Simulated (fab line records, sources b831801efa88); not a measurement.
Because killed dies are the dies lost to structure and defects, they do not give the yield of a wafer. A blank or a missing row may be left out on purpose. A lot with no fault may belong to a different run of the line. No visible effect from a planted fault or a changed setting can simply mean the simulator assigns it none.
What tool caused it? + flow gf180mcu + 6 lots (18 wafers sampled), 1 step of a 602-step route

== WHAT EACH GAUGE READ, for each wafer ==
GF_V4_RS_MEAS_24: measures by four-point-probe.
| lot  | measured     | on            | V4_W_RS (ohm/sq)  |
|------|--------------|---------------|-------------------|
| L337 | day 25 11:02 | film_metro-04 | 0.331 0.326 0.335 |
| L341 | day 26 20:48 | film_metro-04 | 0.342 0.337 0.338 |
| L343 | day 27 18:43 | film_metro-01 | 0.334 0.341 0.335 |
| L346 | day 28 10:32 | film_metro-03 | 0.330 0.321 0.325 |
| L349 | day 29 10:53 | film_metro-04 | 0.326 0.327 0.329 |
| L351 | day 29 23:58 | film_metro-03 | 0.331 0.332 0.335 |

== EACH LOT AND THE TOOL THAT RAN IT (in order: tool; ch and the chambers of the sampled wafers; start) ==
Before these readings, the record contains no process step.

== THE ANSWER, worked out from the rows above alone ==
Rule: usual is defined by the lots themselves. The widest of any qualifying gaps counts: lots, ordered by their means at a reading, are off when they make up no more than a third of the lots, leave a main group of 4 or more, and stand apart from it by 3 or more times the standard deviation of that group's means. Not used: any main group whose means are identical at the precision the tables above print for the reading. A lot without any number at a reading at which 4 lots or more have one is off too. The other lots that the step has rows for count as sound.
No lot is off on any of the readings shown, so nothing can be concluded from this.

== WHAT WAS PUT IN BY THE SIMULATOR ==
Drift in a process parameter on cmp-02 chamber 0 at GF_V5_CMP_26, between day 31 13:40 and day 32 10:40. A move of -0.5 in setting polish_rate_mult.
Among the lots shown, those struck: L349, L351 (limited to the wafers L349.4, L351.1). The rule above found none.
